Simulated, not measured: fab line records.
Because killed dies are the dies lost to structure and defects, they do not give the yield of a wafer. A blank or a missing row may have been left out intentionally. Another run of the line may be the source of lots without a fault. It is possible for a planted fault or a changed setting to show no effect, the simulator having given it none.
Matching of chambers	flow gf180mcu	GF_V4_ETCH_16 on rie diel-03 has 4 sister chambers
The step etches BARC in N2/H2. 8 wafers are shown with their chamber, then 9 later ones without.

WAFERS PAIRED WITH THEIR CHAMBERS
wafer	chamber	drypump motor current A (A)	rf fwd power W (W)
L081.6	2	5.9	495.0
L082.4	0	6.1	492.7
L083.1	3	6.4	495.8
L083.2	1	5.7	491.7
L083.3	2	5.9	494.0
L086.2	3	6.3	492.2
L086.3	1	5.7	493.2
L086.4	0	6.1	496.7

WAFERS MISSING THEIR CHAMBER
wafer	drypump motor current A (A)	rf fwd power W (W)
L088.2	6.4	495.1
L088.3	6.1	491.4
L088.4	5.7	491.7
L089.1	5.9	494.1
L089.2	6.3	495.5
L089.3	5.7	490.8
L097.1	6.1	493.6
L097.3	6.4	494.1
L097.6	6.1	493.1

EACH ONE'S CHAMBER
wafer	from the rows above	in truth
L088.2	3	3
L088.3	0	0
L088.4	1	1
L089.1	2	2
L089.2	3	3
L089.3	1	1
L097.1	0	0
L097.3	3	3
L097.6	0	0
9 of 9 placed correctly. Can't be placed from these rows: 0. Wrongly placed: 0.
How it was worked out, from the rows above alone: a wafer's distance from a chamber is the root of the sum, over the readings, of the square of ((its reading less the chamber's mean) divided by the reading's scatter). If the next closest chamber is less than 2 further off than the closest, the wafer can't be placed; otherwise it belongs to the closest. The mean given for a chamber averages the wafers shown for that chamber. The scatter: the root of (the sum of the squares of (reading less its chamber's mean) over the shown wafers, divided by (wafers less chambers)).
